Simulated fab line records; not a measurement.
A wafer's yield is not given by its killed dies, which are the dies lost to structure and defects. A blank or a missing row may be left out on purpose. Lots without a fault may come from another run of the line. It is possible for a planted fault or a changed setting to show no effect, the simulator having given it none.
Matching of chambers    flow gf180mcu    3 sister chambers for GF_V3_CVD_00 on hdpcvd-02
The step deposits SiO2, target thk 600 nm, time 100 s. 16 wafers are shown with their chamber, then 8 later ones without.

## WAFERS, EACH WITH ITS CHAMBER
wafer   chamber  run length s (s)  pressure mtorr (mTorr)
L564.1  0        127.6             5.982
L564.2  1        127.5             6.012
L564.5  0        128.2             5.986
L566.1  0        128.4             5.983
L566.4  0        128.4             5.987
L566.5  1        127.6             6.005
L570.2  1        127.8             6.031
L570.3  0        128.5             6.008
L570.5  0        128.5             5.996
L571.3  0        128.0             6.004
L571.5  2        128.6             6.010
L571.6  1        127.4             5.984
L572.1  2        128.3             5.984
L572.5  2        128.8             6.005
L572.6  1        127.5             6.009
L574.2  2        128.8             5.995

SIGNATURES, as means of the wafers listed above
reading         chamber 0  chamber 1  chamber 2  scatter within a chamber
run length s    128.229    127.560    128.625    0.265
pressure mtorr  5.99229    6.00820    5.99850    0.013
Rule: a wafer lies at a distance from a chamber equal to the root of the sum of squares, over the readings, of (its reading less the chamber's mean, divided by the reading's scatter). If the next closest chamber is less than 2 further off than the closest, the wafer can't be placed; otherwise it belongs to the closest. How the scatter is found: for the shown wafers, subtract from each reading the mean of its chamber, square and add these, divide the total by (wafers less chambers), then take the root.

## WAFERS WITH NO CHAMBER GIVEN
wafer   run length s (s)  pressure mtorr (mTorr)
L574.3  128.5             5.988
L574.4  127.5             5.979
L575.1  127.6             6.008
L575.3  128.5             5.983
L575.5  128.6             6.001
L586.3  128.5             5.995
L586.5  127.5             6.003
L586.6  128.0             5.991

## CHAMBER TAKEN BY EACH
wafer   from the rows above           in truth
L574.3  can't be placed: 2 or 0       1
L574.4  can't be placed: 1 or 0       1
L575.1  1                             1
L575.3  can't be placed: 0 or 2       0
L575.5  can't be placed: 2 or 0       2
L586.3  can't be placed: 2 or 0       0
L586.5  1                             1
L586.6  can't be placed: 0 or 1 or 2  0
Placed correctly: 2 of 8. Unplaceable from these rows: 6, with the true chamber sitting among the candidates in 5. 0 placed wrongly.
